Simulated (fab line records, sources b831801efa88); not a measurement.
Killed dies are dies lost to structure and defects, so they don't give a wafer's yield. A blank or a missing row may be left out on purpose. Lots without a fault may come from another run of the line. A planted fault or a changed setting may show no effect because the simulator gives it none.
fab line records | flow sky130 | part 2 of 2: steps 28 to 37 of 37
record lots=5 wafers=15 last_day=49
route steps=708 shown POLY_GATE@213 RES_PROTECT@214 LDD_N@237
lots that met no fault: from a run of the same line without faults
start_h: hours from the record's first day to the start of the lot's first wafer shown | wait_h: hours since the lot's step before | " the same as in the row above | L1.1+2: a row that stands for several wafers | - no value, or no start given | * or withheld: withheld | < > ~ a bound
route shown NAME@n: a module of which the file shows steps, and the number in the route of the first | usual: mean/standard deviation of fault-free wafers | same: alike in all rows | chamber/n: place in a boat | sites: the reading at each site | _std_site: their standard deviation | _edge_site: outer sites' mean less inner sites' | radius_mm: how far each site lies from the wafer's centre | mask NAME#n: copy n | behind: the tool/chamber that last shaped the wafer | hold: why the lot was held/for how many hours/how that ended | device: the transistor (n, p or np) that didn't switch | end of line: the same wafers' tests at the end of the route | a step without rows: its recipe alone | killed: dies lost to structure and defects at the first sort, not the wafer's yield | map: a wafer's dies, x killed, . not, _ none there
set.NAME: the setting as run; set.NAME@STEP: as run at that earlier step | model.NAME: the simulator's own value behind a step, which no gauge read
lots at some steps of the route; a table a step, a row a wafer
services: from which hour (start_h, from the record's first day; less than 0 if before it) a tool's chamber was out of use, for how many hours, and why
## steps
# step SKY_LDD_N_SOFTBAKE_03
# recipe temp_c=90 time_s=60 resist=NOVOLAK
# columns lot.wafer tool chamber start_h wait_h
L077.3+4+6 litho_track-03 0 426.09 0.1
L079.2+3+6 litho_track-03 0 436.47 0.1
L081.1+3+5 litho_track-03 0 451.79 0.1
L087.2+4+6 litho_track-01 0 514.33 0.1
L090.2+4+5 litho_track-04 0 538.38 0.1
# step SKY_LDD_N_EXPOSE_04
# recipe mask_id=NTM target_cd_nm=840 na=0.6 source_shape=conventional sigma_outer=0.6 dose_mj=110
# usual exposure_dose_mJ_cm2=110.00/0.12
# same sigma_outer=0.6
# columns lot.wafer tool chamber start_h wait_h mask exposure_dose_mJ_cm2
L077.3 iline_stepper-02 0 - - NTM#0 109.90
L077.4 " 0 " " NTM#0 109.90
L077.6 " 0 " " NTM#0 110.01
L079.2 iline_stepper-01 0 - - NTM#0 110.11
L079.3 " 0 " " NTM#0 109.94
L079.6 " 0 " " NTM#0 109.96
L081.1 iline_stepper-02 0 - - NTM#0 110.09
L081.3 " 0 " " NTM#0 110.04
L081.5 " 0 " " NTM#0 109.89
L087.2 iline_stepper-01 0 - - NTM#0 109.98
L087.4 " 0 " " NTM#0 110.09
L087.6 " 0 " " NTM#0 109.93
L090.2 iline_stepper-02 0 - - NTM#0 110.05
L090.4 " 0 " " NTM#0 110.08
L090.5 " 0 " " NTM#0 109.91
# step SKY_LDD_N_PEB_05
# recipe temp_c=withheld time_s=* resist=NOVOLAK
# columns lot.wafer tool chamber start_h wait_h
L077.3+4+6 litho_track-01 0 - -
L079.2+3+6 litho_track-01 0 - -
L081.1+3+5 litho_track-04 0 - -
L087.2+4+6 litho_track-03 0 - -
L090.2+4+5 litho_track-01 0 - -
# step SKY_LDD_N_DEVELOP_06
# recipe develop_time_s=60 dev_temp_c=23
# columns lot.wafer tool chamber start_h wait_h
L077.3+4+6 litho_track-01 0 440.65 0.1
L079.2+3+6 litho_track-01 0 451.63 0.1
L081.1+3+5 litho_track-04 0 466.86 0.1
L087.2+4+6 litho_track-03 0 529.72 0.1
L090.2+4+5 litho_track-01 0 554.28 0.1
# step SKY_LDD_N_OVL_MEAS_07
# usual LDD_N_OVL=0.6/1.4
# columns lot.wafer tool chamber start_h wait_h LDD_N_OVL[nm]
L077.3 overlay-01 - 440.77 0.1 0.6
L077.4 " - " " 0.0
L077.6 " - " " 2.0
L079.2 overlay-02 - 451.76 0.1 -1.1
L079.3 " - " " 2.0
L079.6 " - " " 0.7
L081.1 overlay-02 - 467.01 0.1 3.2
L081.3 " - " " 3.0
L081.5 " - " " 2.3
L087.2 overlay-02 - 529.85 0.1 0.4
L087.4 " - " " -0.1
L087.6 " - " " -1.1
L090.2 overlay-02 - 554.41 0.1 2.4
L090.4 " - " " 2.4
L090.5 " - " " 1.2
# step SKY_LDD_N_IMPLANT_08
# recipe species=As energy_kev=20 dose_cm2=7.5e+13 tilt_deg=withheld rotation_deg=23
# usual end_station_pressure_torr=5.35e-06/2.9e-07
# columns lot.wafer tool chamber start_h wait_h end_station_pressure_torr
L077.3 implanter-01 0 440.84 0.1 5.1e-06
L077.4 " 0 " " 5.3e-06
L077.6 " 0 " " 5.6e-06
L079.2 implanter-04 0 451.82 0.0 5.19e-06
L079.3 " 0 " " 5.34e-06
L079.6 " 0 " " 5.56e-06
L081.1 implanter-01 0 467.05 0.0 5.13e-06
L081.3 " 0 " " 5.49e-06
L081.5 " 0 " " 4.98e-06
L087.2 implanter-02 0 529.90 0.0 5.33e-06
L087.4 " 0 " " 4.83e-06
L087.6 " 0 " " 4.63e-06
L090.2 implanter-01 0 554.46 0.0 5.2e-06
L090.4 " 0 " " 5.22e-06
L090.5 " 0 " " 5.33e-06
# step SKY_LDD_N_IMPLANT_09
# recipe species=As energy_kev=20 dose_cm2=7.5e+13 tilt_deg=withheld rotation_deg=113
# usual end_station_pressure_torr=5.33e-06/2.8e-07
# columns lot.wafer tool chamber start_h wait_h end_station_pressure_torr
L077.3 implanter-01 0 440.99 0.1 5.66e-06
L077.4 " 0 " " 5.54e-06
L077.6 " 0 " " 5.35e-06
L079.2 implanter-04 0 451.97 0.1 5.27e-06
L079.3 " 0 " " 5.19e-06
L079.6 " 0 " " 5.49e-06
L081.1 implanter-01 0 467.20 0.1 5.41e-06
L081.3 " 0 " " 5.83e-06
L081.5 " 0 " " 5.06e-06
L087.2 implanter-02 0 530.05 0.1 4.88e-06
L087.4 " 0 " " 5.21e-06
L087.6 " 0 " " 5.32e-06
L090.2 implanter-01 0 554.61 0.1 4.58e-06
L090.4 " 0 " " 5.62e-06
L090.5 " 0 " " 5.8e-06
# step SKY_LDD_N_IMPLANT_10
# recipe species=As energy_kev=20 dose_cm2=7.5e+13 tilt_deg=withheld rotation_deg=203
# usual end_station_pressure_torr=5.34e-06/2.9e-07
# columns lot.wafer tool chamber start_h wait_h end_station_pressure_torr
L077.3 implanter-01 0 441.14 0.1 5.55e-06
L077.4 " 0 " " 5.37e-06
L077.6 " 0 " " 5.47e-06
L079.2 implanter-04 0 452.12 0.1 5.14e-06
L079.3 " 0 " " 5.32e-06
L079.6 " 0 " " 4.61e-06
L081.1 implanter-01 0 467.35 0.1 5.48e-06
L081.3 " 0 " " 5.28e-06
L081.5 " 0 " " 5.29e-06
L087.2 implanter-02 0 530.20 0.1 5.27e-06
L087.4 " 0 " " 5.2e-06
L087.6 " 0 " " 5.24e-06
L090.2 implanter-01 0 554.76 0.1 5.31e-06
L090.4 " 0 " " 5.38e-06
L090.5 " 0 " " 5.23e-06
# step SKY_LDD_N_IMPLANT_11
# recipe species=As energy_kev=20 dose_cm2=7.5e+13 tilt_deg=withheld rotation_deg=293
# usual end_station_pressure_torr=5.33e-06/2.5e-07
# columns lot.wafer tool chamber start_h wait_h end_station_pressure_torr
L077.3 implanter-01 0 441.29 0.1 5.28e-06
L077.4 " 0 " " 4.92e-06
L077.6 " 0 " " 5.15e-06
L079.2 implanter-04 0 452.27 0.1 5.07e-06
L079.3 " 0 " " 5.24e-06
L079.6 " 0 " " 5.18e-06
L081.1 implanter-01 0 467.50 0.1 5.04e-06
L081.3 " 0 " " 5.2e-06
L081.5 " 0 " " 5.32e-06
L087.2 implanter-02 0 530.35 0.1 5.43e-06
L087.4 " 0 " " 5.64e-06
L087.6 " 0 " " 5.26e-06
L090.2 implanter-01 0 554.91 0.1 5.34e-06
L090.4 " 0 " " 5.11e-06
L090.5 " 0 " " 5.63e-06
# step SKY_LDD_N_IMPLANT_12
# recipe species=BF2 energy_kev=50 dose_cm2=5e+12 tilt_deg=30 rotation_deg=0
# usual end_station_pressure_torr=5.02e-06/2.6e-07 tilt_deg=29.995/0.019
# columns lot.wafer tool chamber start_h wait_h end_station_pressure_torr tilt_deg
L077.3 implanter-01 0 441.44 0.1 5.06e-06 29.971
L077.4 " 0 " " 4.71e-06 29.985
L077.6 " 0 " " 5.07e-06 29.988
L079.2 implanter-04 0 452.42 0.1 4.86e-06 29.938
L079.3 " 0 " " 5.14e-06 29.980
L079.6 " 0 " " 5.07e-06 29.983
L081.1 implanter-01 0 467.65 0.1 4.88e-06 30.025
L081.3 " 0 " " 4.95e-06 29.988
L081.5 " 0 " " 4.84e-06 30.001
L087.2 implanter-02 0 530.50 0.1 5.1e-06 29.991
L087.4 " 0 " " 4.84e-06 30.022
L087.6 " 0 " " 4.86e-06 30.019
L090.2 implanter-01 0 555.06 0.1 5.19e-06 29.984
L090.4 " 0 " " 5e-06 29.997
L090.5 " 0 " " 5.37e-06 29.997
## services
# columns tool chamber start_h hours kind
implanter-04 - 355.31 3.1 repair
implanter-01 - 360.49 6.8 repair
iline_stepper-02 - 363.36 1.7 pm
rie_diel-02 3 371.85 3.8 repair
plasma_asher-03 - 380.63 1.6 repair
rie_diel-02 - 384.11 0.2 repair
rie_si-02 - 385.73 2.8 pm
implanter-02 - 404.21 3.0 repair
rie_diel-02 0 411.29 3.5 repair
implanter-02 - 438.13 4.4 repair
rie_diel-02 - 440.29 11.0 repair
implanter-04 - 442.40 0.6 repair
furnace-01 - 451.35 3.4 pm
wet_bench-02 - 459.50 1.3 repair
implanter-01 - 460.43 2.0 repair
implanter-04 - 461.23 1.5 repair
rie_si-02 - 465.54 0.4 repair
rie_diel-02 - 471.98 4.3 pm
furnace-01 - 474.64 2.0 pm
implanter-02 - 475.75 0.8 repair
implanter-04 - 512.16 2.8 repair
rie_si-02 3 516.21 7.7 repair
implanter-01 - 524.46 6.7 repair
rie_diel-02 3 544.06 13.6 repair
